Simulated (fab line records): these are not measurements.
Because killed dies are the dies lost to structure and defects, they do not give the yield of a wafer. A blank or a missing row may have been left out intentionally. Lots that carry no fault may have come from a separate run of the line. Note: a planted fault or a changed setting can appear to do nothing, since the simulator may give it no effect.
fab line records	flow sky130
[record] lots = 6	wafers = 18	lastDay = 50
route steps=708 shown METAL2@490 PAD_OPEN@708
lots that met no fault: taken from a fault-free run of the same line
startH: start of the lot's first displayed wafer, in hours after the record's first day	waitH: how many hours have passed since the lot's step before this one	" same as the row above	L1.1+2: one row covering several wafers at once	- no value, or no start given	* or withheld: withheld	< > ~ a bound
route shown NAME@n: a module of which the file shows steps, and the number in the route of the first	usual: mean/standard deviation of fault-free wafers	same: alike in all rows	chamber/n: place in a boat	sites: per-site readings	_std_site: standard deviation across them	_edge_site: inner sites' mean taken away from outer sites' mean	radiusMm: how far each site lies from the wafer's centre	mask NAME#n: copy n	behind: the last tool/chamber to shape the wafer	hold: cause of the lot's hold/its duration in hours/its outcome	device: the n, p or np transistor that did not switch	end of line: the route-end tests of the same wafers	where a step has no rows: the recipe by itself	killed: at the first sort, the dies lost to defects and structure; wafer yield is something else	map: per-die view of a wafer (x killed, . not killed, _ where there is no die)
set.NAME: the setting the step ran with; set.NAME@STEP: the setting that earlier step ran with	model.NAME: the simulator's own value behind a step, which no gauge read
lots seen at some steps along the route; tables by step, rows by wafer
services: from which hour (startH, from the record's first day; less than 0 if before it) a tool's chamber was out of use, for how many hours, and why
[[steps]]
[step SKY_METAL2_DEHYDRATE_07]
[recipe] tempC = 200	timeS = 60
[step SKY_METAL2_HMDS_08]
[recipe] primeTimeS = 60	primeTempC = 120
[step SKY_METAL2_COAT_09]
[recipe] resist = BARC	tempC = withheld	timeS = withheld	spinRpm = 3000	resistThkNm = 60
[step SKY_METAL2_COAT_10]
[recipe] resist = KrF-thick	spinRpm = 3000	resistThkNm = 450
[step SKY_METAL2_SOFTBAKE_11]
[recipe] tempC = 100	timeS = 90	resist = KrF-thick
[step SKY_METAL2_EXPOSE_12]
[recipe] maskId = MM2	na = 0.8	sourceShape = annular	sigmaInner = 0.55	sigmaOuter = 0.85	targetCdNm = 140	doseMj = 27.44
[step SKY_METAL2_PEB_13]
[recipe] pebTempC = withheld	pebTimeS = withheld	resist = KrF-thick
[step SKY_METAL2_DEVELOP_14]
[recipe] developTimeS = 60	resist = KrF-thick	devTempC = 21
[step SKY_METAL2_CD_MEAS_15]
[recipe] targetCdNm = 140
[usual] cdNm = 140.0/1.2
lot.wafer	tool	chamber	startH	waitH	cdNm
L562.2	cdSem-01	-	843.93	-	138.5
L562.3	"	-	"	"	137.5
L562.6	"	-	"	"	139.7
L570.2	cdSem-02	-	904.84	-	141.9
L570.3	"	-	"	"	140.9
L570.4	"	-	"	"	141.4
L575.1	cdSem-02	-	940.86	-	139.2
L575.2	"	-	"	"	139.0
L575.5	"	-	"	"	139.2
L578.3	cdSem-01	-	970.26	-	138.5
L578.4	"	-	"	"	139.2
L578.5	"	-	"	"	140.1
L580.1	cdSem-02	-	972.77	-	139.5
L580.2	"	-	"	"	140.0
L580.4	"	-	"	"	140.4
L581.2	cdSem-02	-	978.18	-	139.8
L581.5	"	-	"	"	140.6
L581.6	"	-	"	"	139.0
[step SKY_METAL2_OVL_MEAS_16]
[usual] METAL2_OVL = 6/5.9
lot.wafer	tool	chamber	startH	waitH	METAL2_OVL[nm]
L562.2	overlay-02	-	844.03	0.1	5
L562.3	"	-	"	"	10
L562.6	"	-	"	"	5
L570.2	overlay-01	-	904.95	0.1	6
L570.3	"	-	"	"	9
L570.4	"	-	"	"	12
L575.1	overlay-01	-	940.98	0.1	10
L575.2	"	-	"	"	6
L575.5	"	-	"	"	5
L578.3	overlay-01	-	970.35	0.1	14
L578.4	"	-	"	"	11
L578.5	"	-	"	"	15
L580.1	overlay-01	-	972.89	0.1	-3
L580.2	"	-	"	"	-4
L580.4	"	-	"	"	-5
L581.2	overlay-01	-	978.29	0.1	7
L581.5	"	-	"	"	5
L581.6	"	-	"	"	14
[step SKY_METAL2_DESCUM_17]
[recipe] chemistry = O2	sourcePowerW = 150	biasPowerW = 0	pressureMtorr = 10	tempC = 40	timeS = 8
[usual] drypumpMotorCurrentA = 5.8/0.54	heBacksideLeakSccm = 3.5/0.41	oesProductAu = 1.001/0.006
lot.wafer	tool	chamber	startH	waitH	drypumpMotorCurrentA	heBacksideLeakSccm	oesProductAu	rfHoursCounterH
L562.2	rieMetal-02	1	844.06	0.0	6.0	3.4	1.014	5
L562.3	"	1	"	"	6.0	3.3	1.003	-
L562.6	"	0	"	"	5.9	3.6	0.998	-
L570.2	rieMetal-02	1	904.98	0.0	6.0	3.5	1.009	8
L570.3	"	0	"	"	5.9	3.5	0.994	-
L570.4	"	1	"	"	5.9	3.6	1.000	-
L575.1	rieMetal-02	1	941.01	0.0	6.0	3.6	0.997	9
L575.2	"	0	"	"	6.0	3.1	0.998	7
L575.5	"	0	"	"	5.9	3.3	1.001	-
L578.3	rieMetal-02	1	970.39	0.0	6.0	3.5	1.002	-
L578.4	"	0	"	"	5.9	3.5	0.996	-
L578.5	"	0	"	"	5.9	3.6	0.994	-
L580.1	rieMetal-01	1	972.93	0.0	6.0	3.1	1.002	6
L580.2	"	0	"	"	5.2	3.5	1.011	15
L580.4	"	1	"	"	6.1	3.3	0.999	-
L581.2	rieMetal-04	0	978.32	0.0	6.5	3.3	1.004	18
L581.5	"	1	"	"	4.7	6.3	0.995	-
L581.6	"	0	"	"	6.5	3.3	0.999	-
[step SKY_METAL2_ETCH_18]
[recipe] chemistry = N2/H2	target = BARC	ionEnergyEv = 200	biasW = 100	pressureMtorr = 30	n2FlowSccm = 100	h2FlowSccm = 200	icpW = 500	stopOn = SiO2	timeS = 45.9	targetDepthA = 600
[usual] biasW = 99.96/0.28	drypumpMotorCurrentA = 5.8/0.54	heBacksideLeakSccm = 3.41/0.14	oesProductAu = 0.854/0.0047	throttleValvePct = 13.224/0.0088
lot.wafer	tool	chamber	startH	waitH	biasW	drypumpMotorCurrentA	heBacksideLeakSccm	oesProductAu	rfHoursCounterH	throttleValvePct
L562.2	rieMetal-02	1	844.10	0.0	100.25	6.0	3.48	0.852	5	13.231
L562.3	"	1	"	"	99.95	6.0	3.37	0.854	-	13.223
L562.6	"	0	"	"	100.29	5.9	3.48	0.852	-	13.216
L570.2	rieMetal-02	1	905.01	0.0	99.66	6.0	3.52	0.850	8	13.219
L570.3	"	0	"	"	100.00	5.9	3.29	0.852	-	13.208
L570.4	"	1	"	"	100.25	6.0	3.43	0.853	-	13.218
L575.1	rieMetal-02	1	941.05	0.0	99.50	6.0	3.39	0.854	9	13.215
L575.2	"	0	"	"	100.18	6.0	3.41	0.855	7	13.206
L575.5	"	0	"	"	100.13	6.0	3.33	0.849	-	13.226
L578.3	rieMetal-02	1	970.43	0.0	100.17	6.0	3.44	0.857	-	13.231
L578.4	"	0	"	"	99.83	6.0	3.40	0.854	-	13.236
L578.5	"	0	"	"	99.83	6.0	3.46	0.860	-	13.225
L580.1	rieMetal-01	1	972.96	0.0	100.38	6.1	3.25	0.855	6	13.222
L580.2	"	0	"	"	99.92	5.2	3.66	0.858	15	13.228
L580.4	"	1	"	"	100.16	6.1	3.34	0.852	-	13.234
L581.2	rieMetal-04	0	978.35	0.0	99.99	6.5	3.39	0.855	18	13.228
L581.5	"	1	"	"	100.23	4.7	3.21	0.857	-	13.227
L581.6	"	0	"	"	99.81	6.5	3.49	0.855	-	13.223
[step SKY_METAL2_METAL_ETCH_19]
[recipe] targetDepthA = 3600	stopOn = SiO2	overEtchFrac = 0.3	timeS = 78	chemistry = Cl2/BCl3	resistSidewallDeg = 88	pressureMtorr = 10	icpW = 900	biasW = 48.5	Cl2_flow_sccm = 60	bcl3FlowSccm = 30
[usual] biasW = 48.51/0.14	drypumpMotorCurrentA = 5.8/0.54	heBacksideLeakSccm = 3.4/0.36	oesProductAu = 0.853/0.0085	throttleValvePct = 22.263/0.0096
lot.wafer	tool	chamber	startH	waitH	biasW	drypumpMotorCurrentA	heBacksideLeakSccm	oesProductAu	rfHoursCounterH	throttleValvePct	model.KrF-thick_of_METAL2_COAT_10.thkNm	model.METAL2.cdNm	model.SiO2_of_VIA1_HDPCVD_00.thkNm
L562.2	rieMetal-02	1	844.16	0.0	48.51	6.0	3.5	0.847	5	22.260	157.2	139.3	331.2
L562.3	"	1	"	"	48.60	6.0	3.6	0.850	-	22.256	156.7	137.9	330.6
L562.6	"	0	"	"	48.57	5.9	3.1	0.866	-	22.258	160.3	140.9	329.9
L570.2	rieMetal-02	1	905.07	0.0	48.48	6.0	3.4	0.850	8	22.263	154.1	140.2	330.8
L570.3	"	0	"	"	48.49	5.9	3.4	0.868	-	22.257	158.5	140.6	331.4
L570.4	"	1	"	"	48.56	6.0	3.3	0.850	-	22.255	152.7	142.5	330.7
L575.1	rieMetal-02	1	941.11	0.0	48.52	6.0	3.6	0.837	9	22.257	206.1	144.4	333.4
L575.2	"	0	"	"	48.62	5.9	3.5	0.847	7	22.276	158	138.7	331.6
L575.5	"	0	"	"	48.40	5.9	3.2	0.846	-	22.261	158.5	139.8	332.5
L578.3	rieMetal-02	1	970.50	0.1	48.50	6.0	3.5	0.852	-	22.255	207.9	144	332.6
L578.4	"	0	"	"	48.31	5.9	3.2	0.841	-	22.260	161.1	139.3	330.7
L578.5	"	0	"	"	48.18	5.9	3.2	0.838	-	22.269	160.5	139.1	329.5
L580.1	rieMetal-01	1	973.02	0.0	48.54	6.1	3.4	0.857	6	22.261	157.4	141.5	330.5
L580.2	"	0	"	"	48.35	5.2	3.5	0.856	15	22.263	157.6	140.9	330.4
L580.4	"	1	"	"	48.28	6.1	3.3	0.857	-	22.271	156.9	142.1	330.2
L581.2	rieMetal-04	0	978.41	0.0	48.75	6.4	3.3	0.849	18	22.267	159.6	139.5	330.3
L581.5	"	1	"	"	48.48	4.7	3.2	0.848	-	22.274	154.9	137.8	331.5
L581.6	"	0	"	"	48.40	6.4	3.3	0.852	-	22.263	158.4	139.4	330.6
[step SKY_METAL2_STRIP_20]
[recipe] chemistry = O2/N2	powerW = 1400	pressureMtorr = 1500	platenTempC = withheld	o2FlowSccm = 3000	n2FlowSccm = 300	overashFraction = 0.5
[usual] drypumpMotorCurrentA = 5.6/0.61	oesProductAu = 0.343/0.0046	stripTimeToEndpointS = 2.688/0.026
lot.wafer	tool	chamber	startH	waitH	drypumpMotorCurrentA	oesProductAu	rfHoursCounterH	stripTimeToEndpointS
L562.2	plasmaAsher-01	1	844.25	0.1	6.0	0.348	39	2.669
L562.3	"	1	"	"	6.1	0.337	-	2.681
L562.6	"	0	"	"	6.5	0.346	-	2.713
L570.2	plasmaAsher-04	0	905.16	0.1	6.0	0.343	17	2.651
L570.3	"	1	"	"	4.9	0.345	-	2.705
L570.4	"	0	"	"	6.0	0.334	-	2.632
L575.1	plasmaAsher-01	0	941.20	0.1	6.5	0.367	48	3.217
L575.2	"	1	"	"	6.1	0.342	48	2.685
L575.5	"	0	"	"	6.5	0.343	-	2.687
L578.3	plasmaAsher-04	0	970.60	0.1	6.0	0.366	-	3.241
L578.4	"	1	"	"	4.9	0.342	-	2.723
L578.5	"	1	"	"	4.9	0.345	-	2.750
L580.1	plasmaAsher-03	0	973.11	0.1	4.9	0.345	115	2.682
L580.2	"	1	"	"	5.9	0.343	115	2.691
L580.4	"	1	"	"	5.9	0.349	-	2.673
L581.2	plasmaAsher-03	0	978.50	0.1	4.9	0.346	115	2.712
L581.5	"	0	"	"	4.9	0.342	-	2.670
L581.6	"	1	"	"	5.9	0.349	-	2.689
[step SKY_METAL2_STRIP_21]
[recipe] chemistry = postEtchResidueRemover	timeS = 1200	tempC = 72.5
[step SKY_PAD_OPEN_PROBE_99]
lot.wafer	tool	chamber	startH	waitH	model.etest.met2.widthNm	model.etest.met2Comb.leakLog10AUm	model.etest.met2.lineOhmUm
L562.2	prober-02	-	1096.70	0.1	139.3	-12.13	0.8775
L562.3	prober-02	-	1096.75	0.2	138.9	-12.22	0.8824
L562.6	prober-02	-	1096.90	0.2	139.5	-12.08	0.8934
L570.2	prober-02	-	1141.64	0.1	139.9	-11.8	0.8882
L570.3	prober-02	-	1141.69	0.2	144.1	-11.9	0.8685
L570.4	prober-02	-	1141.74	0.2	145.1	-11.93	0.851
L575.1	prober-01	-	1165.05	0.1	144.2	-10.21	0.8626
L575.2	prober-01	-	1165.10	0.1	140.6	-12.09	0.8658
L575.5	prober-01	-	1165.25	0.2	139.1	-11.97	0.8917
L578.3	prober-01	-	1186.37	0.2	146.7	-9.354	0.8432
L578.4	prober-01	-	1186.42	0.2	135	-11.96	0.9193
L578.5	prober-01	-	1186.47	0.2	139.8	-11.96	0.8927
L580.1	prober-02	-	1187.77	0.1	140.6	-11.85	0.8921
L580.2	prober-02	-	1187.82	0.1	140.2	-12.05	0.903
L580.4	prober-02	-	1187.92	0.2	146.1	-12.12	0.8464
L581.2	prober-01	-	1196.53	0.1	138.9	-12	0.8939
L581.5	prober-01	-	1196.68	0.2	138.6	-12.17	0.8929
L581.6	prober-01	-	1196.73	0.2	137.4	-12.04	0.8917
// killed by level:class
L562.2 VIA1:geometricParticle:open=18 CONTACT:geometricParticle:open=9 POLY_GATE:geometricParticle:short=8 LI_CONTACT:geometricParticle:open=6 LI_CONTACT:geometricParticle:short=5 VIA3:geometricParticle:open=5 METAL4:geometricParticle:short=5 VIA2:geometricParticle:short=4
L562.3 VIA1:geometricParticle:open=11 CONTACT:geometricParticle:short=9 VIA2:geometricParticle:open=9 METAL1:geometricParticle:short=8 VIA3:geometricParticle:short=7 VIA1:geometricParticle:short=7 FIELD_ISO:geometricParticle:short=5 LI_CONTACT:geometricParticle:open=5
L562.6 VIA1:geometricParticle:open=15 CONTACT:geometricParticle:open=10 VIA3:geometricParticle:open=8 METAL1:geometricParticle:short=7 VIA2:geometricParticle:open=7 VIA1:geometricParticle:short=6 POLY_GATE:geometricParticle:short=5 FIELD_ISO:geometricParticle:short=4
L570.2 LI_CONTACT:geometricParticle:open=12 CONTACT:geometricParticle:open=12 VIA3:geometricParticle:open=8 VIA2:geometricParticle:open=7 FIELD_ISO:geometricParticle:open=6 POLY_GATE:geometricParticle:open=6 LI_CONTACT:geometricParticle:short=5 LOCAL_INTERCONNECT:geometricParticle:short=5
L570.3 CONTACT:geometricParticle:open=9 FIELD_ISO:geometricParticle:short=8 VIA3:geometricParticle:open=8 LI_CONTACT:geometricParticle:open=6 VIA2:geometricParticle:open=6 VIA1:geometricParticle:open=6 FIELD_ISO:geometricParticle:open=4 POLY_GATE:geometricParticle:open=4
L570.4 CONTACT:geometricParticle:open=13 LI_CONTACT:geometricParticle:open=8 VIA1:geometricParticle:open=8 FIELD_ISO:geometricParticle:short=6 METAL2:geometricParticle:short=6 VIA3:geometricParticle:open=5 VIA1:geometricParticle:short=5 POLY_GATE:geometricParticle:short=4
L580.1 METAL2:geometricParticle:short=13 VIA1:geometricParticle:open=11 FIELD_ISO:geometricParticle:short=9 CONTACT:geometricParticle:open=8 VIA2:geometricParticle:open=6 VIA3:geometricParticle:open=6 METAL4:geometricParticle:short=6 CONTACT:geometricParticle:short=4
L580.2 VIA1:geometricParticle:open=15 CONTACT:geometricParticle:open=13 METAL2:geometricParticle:short=8 LI_CONTACT:geometricParticle:open=6 VIA2:geometricParticle:open=6 METAL1:geometricParticle:short=5 POLY_GATE:geometricParticle:short=4 METAL4:geometricParticle:short=4
L580.4 CONTACT:geometricParticle:open=17 VIA1:geometricParticle:open=14 FIELD_ISO:geometricParticle:open=9 VIA1:geometricParticle:short=8 METAL2:geometricParticle:short=8 LI_CONTACT:geometricParticle:open=7 CONTACT:geometricParticle:short=6 VIA3:geometricParticle:open=5
L581.2 VIA1:geometricParticle:open=12 VIA3:geometricParticle:open=8 CONTACT:geometricParticle:short=6 LI_CONTACT:geometricParticle:open=4 CONTACT:geometricParticle:open=4 METAL1:geometricParticle:short=4 METAL4:geometricParticle:short=4 FIELD_ISO:geometricParticle:short=3
L581.5 CONTACT:geometricParticle:short=7 CONTACT:geometricParticle:open=7 METAL1:geometricParticle:short=6 VIA2:geometricParticle:open=6 VIA3:geometricParticle:open=6 FIELD_ISO:geometricParticle:open=5 POLY_GATE:geometricParticle:open=5 VIA3:geometricParticle:short=5
L581.6 VIA3:geometricParticle:open=9 CONTACT:geometricParticle:open=8 VIA2:geometricParticle:open=8 VIA1:geometricParticle:open=8 FIELD_ISO:geometricParticle:short=7 METAL2:geometricParticle:short=6 CONTACT:geometricParticle:short=5 LI_CONTACT:geometricParticle:open=5
[[services]]
tool	chamber	startH	hours	kind
plasmaAsher-03	-	826.17	1.5	repair
rieMetal-01	1	838.94	-	clean
rieMetal-01	1	838.94	22.1	scheduledDown
rieMetal-01	1	838.94	22.1	ventCycle
rieMetal-04	-	849.77	0.3	repair
rieMetal-04	1	864.63	-	clean
rieMetal-04	1	864.63	12.5	scheduledDown
rieMetal-04	1	864.63	12.5	ventCycle
rieMetal-02	1	883.77	1.2	repair
plasmaAsher-01	-	884.35	15.6	pm
rieMetal-04	-	917.49	1.2	repair
plasmaAsher-03	-	955.61	1.4	repair
plasmaAsher-03	-	967.38	0.8	repair
rieMetal-02	-	977.81	1.4	pm
[[key]]
[firstSign] step = SKY_METAL2_STRIP_20	reading = stripTimeToEndpointS	direction = up	sigmas = 20	usual = *	struck = *
[effect] step = SKY_METAL2_STRIP_20	reading = oesProductAu	direction = up	sigmas = 5.1	usual = 0.343	struck = 0.366
[modelEffect] step = SKY_METAL2_METAL_ETCH_19	value = KrF-thick_of_METAL2_COAT_10.thkNm	without = 156.5	struck = 207
[modelEffect] step = SKY_PAD_OPEN_PROBE_99	value = etest.met2.widthNm	without = 139.7	struck = 145.5
metAt SKY_METAL2_METAL_ETCH_19
struckWafers L575.1,L578.3
sortLeftOut L575.1,L578.3
onsetBetween 905.07 941.11
[fault] kind = processParameterDrift	tool = rieMetal-02	chamber = 1	onsetH = 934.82	steps = SKY_METAL2_METAL_ETCH_19	channel = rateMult	offset = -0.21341	shape = step	endH = 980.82
// sortLeftOut: the simulated sort isn't trusted on such a fault, so these wafers' sort isn't shown, and their yield isn't known
